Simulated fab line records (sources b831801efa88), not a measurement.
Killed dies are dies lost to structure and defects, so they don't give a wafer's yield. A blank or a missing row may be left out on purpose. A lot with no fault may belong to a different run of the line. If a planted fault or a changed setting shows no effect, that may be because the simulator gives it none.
The tool behind it: which one?    flow sky130    12 lots, 36 wafers sampled, at 6 steps of a route of 708

## WHAT THE GAUGES READ, wafer by wafer
SKY_POLY_CUT_OVL_MEAS_09.
lot   measured      on          POLY_CUT_OVL (nm)
L477  day 25 06:28  overlay-02  -8 -8 5
L478  day 25 16:37  overlay-01  -17 -7 -23
L480  day 26 19:32  overlay-01  3 1 -7
L482  day 27 11:53  overlay-02  0 6 5
L483  day 27 12:43  overlay-02  6 -10 5
L487  day 28 16:58  overlay-02  -6 -1 2
L491  day 29 16:10  overlay-01  -1 1 9
L492  day 30 06:07  overlay-01  -2 -10 -11
L494  day 30 15:55  overlay-01  -4 -1 -1
L495  day 31 00:11  overlay-01  -1 4 1
L496  day 31 06:23  overlay-01  -12 8 1
L498  day 31 16:04  overlay-02  8 -4 3

SKY_SD_N_RS_MEAS_18: the measuring method here is four-point-probe.
lot   measured      on            RES_XHIGH_RS (ohm/sq)
L477  day 29 00:19  filmMetro-02  334.1 332.6 332.9
L478  day 29 08:14  filmMetro-04  333.5 333.1 333.8
L480  day 30 11:01  filmMetro-04  333.9 333.9 335.5
L482  day 31 02:40  filmMetro-02  331.6 332.4 333.3
L483  day 31 03:40  filmMetro-04  332.5 332.6 333.1
L487  day 32 07:52  filmMetro-03  333.4 333.5 334.1
L491  day 33 05:31  filmMetro-03  333.2 333.3 333.5
L492  day 33 18:02  filmMetro-03  333.9 334.5 333.3
L494  day 34 04:17  filmMetro-02  331.3 331.1 331.5
L495  day 34 11:49  filmMetro-03  334.3 334.0 332.9
L496  day 34 18:39  filmMetro-04  333.7 332.6 334.9
L498  day 35 03:50  filmMetro-04  334.2 334.6 334.1

SKY_LI_CONTACT_THK_MEAS_01.
lot   measured      on            LI_CONTACT_HDPCVD_THK (nm)
L477  day 29 00:34  filmMetro-02  939 939 946
L478  day 29 08:28  filmMetro-02  930 939 918
L480  day 30 11:16  filmMetro-02  916 939 942
L482  day 31 02:55  filmMetro-03  920 940 936
L483  day 31 03:55  filmMetro-02  946 929 952
L487  day 32 08:05  filmMetro-02  938 945 932
L491  day 33 05:44  filmMetro-04  736 731 728
L492  day 33 18:16  filmMetro-02  755 754 755
L494  day 34 04:31  filmMetro-04  931 937 937
L495  day 34 12:04  filmMetro-04  937 935 938
L496  day 34 18:53  filmMetro-03  944 934 936
L498  day 35 04:05  filmMetro-03  930 933 931

SKY_LI_CONTACT_CD_MEAS_12: target cd 170 nm.
lot   measured      on        cdNm (nm)
L477  day 30 05:20  cdSem-02  172.4 171.9 172.0
L478  day 30 13:05  cdSem-02  169.2 170.4 168.1
L480  day 31 15:58  cdSem-02  169.5 169.2 168.4
L482  day 32 07:11  cdSem-01  170.3 169.9 171.7
L483  day 32 08:02  cdSem-02  168.3 168.8 168.9
L487  day 33 11:26  cdSem-01  173.7 174.1 173.1
L491  day 34 08:40  cdSem-02  170.1 169.8 169.4
L492  day 34 21:41  cdSem-02  170.5 169.8 171.0
L494  day 35 08:05  cdSem-02  169.7 170.6 171.0
L495  day 35 14:59  cdSem-02  174.0 172.5 172.4
L496  day 35 21:13  cdSem-02  169.8 169.7 169.1
L498  day 36 11:35  cdSem-02  167.8 170.1 168.8

## WHICH TOOL RAN EACH LOT (tool, then ch and the chambers of the sampled wafers, then the start)
lot   SKY_LI_CONTACT_HDPCVD_00          SKY_LI_CONTACT_CMP_02
L477  hdpcvd-01 ch 0,1, day 29 00:28    cmp-02 ch 0,2,3, day 29 00:37
L478  hdpcvd-02 ch 1,2, day 29 08:22    cmp-02 ch 0,2,3, day 29 08:34
L480  hdpcvd-02 ch 0,1, day 30 11:10    cmp-01 ch 0,2,3, day 30 11:25
L482  hdpcvd-02 ch 0,1,2, day 31 02:49  cmp-02 ch 0,2,3, day 31 03:04
L483  hdpcvd-02 ch 0,1,2, day 31 03:48  cmp-01 ch 0,2,3, day 31 03:58
L487  hdpcvd-01 ch 0,2, day 32 07:58    cmp-02 ch 0,1,2, day 32 08:13
L491  hdpcvd-02 ch 0,1, day 33 05:37    cmp-01 ch 2,3, day 33 05:46
L492  hdpcvd-02 ch 0,2, day 33 18:10    cmp-01 ch 1,2,3, day 33 18:22
L494  hdpcvd-01 ch 1,2, day 34 04:25    cmp-02 ch 0,1, day 34 04:34
L495  hdpcvd-01 ch 0,1,2, day 34 11:58  cmp-01 ch 0,2,3, day 34 12:07
L496  hdpcvd-01 ch 0,1,2, day 34 18:46  cmp-02 ch 0,1,3, day 34 18:59
L498  hdpcvd-01 ch 0,1, day 35 03:58    cmp-01 ch 0,1,3, day 35 08:13
- SKY_LI_CONTACT_HDPCVD_00: deposits PSG, target thk 930 nm, time 155 s.
- SKY_LI_CONTACT_CMP_02: polishes PSG.

## AS READ BY THE TOOLS THEMSELVES (means over the sampled wafers that have a number; for cases with no such wafer, the mark the record gives instead)
SKY_LI_CONTACT_HDPCVD_00.
lot   tool       sih4FlowSccm (sccm)
L477  hdpcvd-01  59.94
L478  hdpcvd-02  59.97
L480  hdpcvd-02  59.97
L482  hdpcvd-02  59.97
L483  hdpcvd-02  60.10
L487  hdpcvd-01  60.00
L491  hdpcvd-02  47.94
L492  hdpcvd-02  47.75
L494  hdpcvd-01  60.00
L495  hdpcvd-01  59.89
L496  hdpcvd-01  60.03
L498  hdpcvd-01  59.74

SKY_LI_CONTACT_CMP_02.
lot   tool    motorCurrentA (A)  timeToEndpointS (s)
L477  cmp-02  12.3               31.4
L478  cmp-02  12.1               32.0
L480  cmp-01  11.4               33.6
L482  cmp-02  12.0               31.6
L483  cmp-01  11.2               34.4
L487  cmp-02  12.4               32.5
L491  cmp-01  11.7               12.7
L492  cmp-01  11.4               14.0
L494  cmp-02  11.4               34.6
L495  cmp-01  11.6               36.6
L496  cmp-02  11.5               34.9
L498  cmp-01  11.4               34.5

## THE ANSWER, worked out from the rows above alone
Rule: the lots themselves supply what counts as usual. Put in order of their means at a reading, lots are off if they are a third of the lots or fewer, leave a main group of 4 or more, and stand apart from it by a gap of 3 or more times the standard deviation of the main group's means; of several such gaps the widest counts. Not used: any main group whose means are identical at the precision the tables above print for the reading. Also off: a lot with no number at a reading for which 4 or more lots have one. All remaining lots with rows at the step are treated as sound. The gauges are gone through in route order, then the tools' own readings, and for those a lot's mean is taken as printed above. At the first step where some lot is off, the reading lying furthest off is the one used; lots without a number count as furthest.
Off: L491, L492, at SKY_LI_CONTACT_THK_MEAS_01 (LI_CONTACT_HDPCVD_THK). Mean 936 nm and standard deviation 4.2 in the main group.
If a tool, at a process step before that reading, ran all the lots that are off and no sound lot after the first of them, it fits. Not tried: the gauges at SKY_LI_CONTACT_THK_MEAS_01; whatever is off there is also off at SKY_LI_CONTACT_HDPCVD_00, on other tools, and gauge error can't account for it. One fits: hdpcvd-02 at SKY_LI_CONTACT_HDPCVD_00. A fault onset in the window from L483 (day 31 03:48, its last sound lot) to L491 (day 33 05:37, its first lot off) fits.
On the lots that are off, the tool's own readings at SKY_LI_CONTACT_HDPCVD_00 differ by more than 5 times the standard deviation of the sound lots' means, which bears it out; sih4FlowSccm reads 47.84 sccm there versus 59.96 sccm on the sound lots.

## WHAT THE SIMULATOR HAD INSERTED
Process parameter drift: hdpcvd-02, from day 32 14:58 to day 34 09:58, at SKY_LI_CONTACT_HDPCVD_00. The setting sih4FlowSccm was moved by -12, starting from 60. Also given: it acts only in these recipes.
Lots struck among those shown: L491, L492. The rule above found the same.
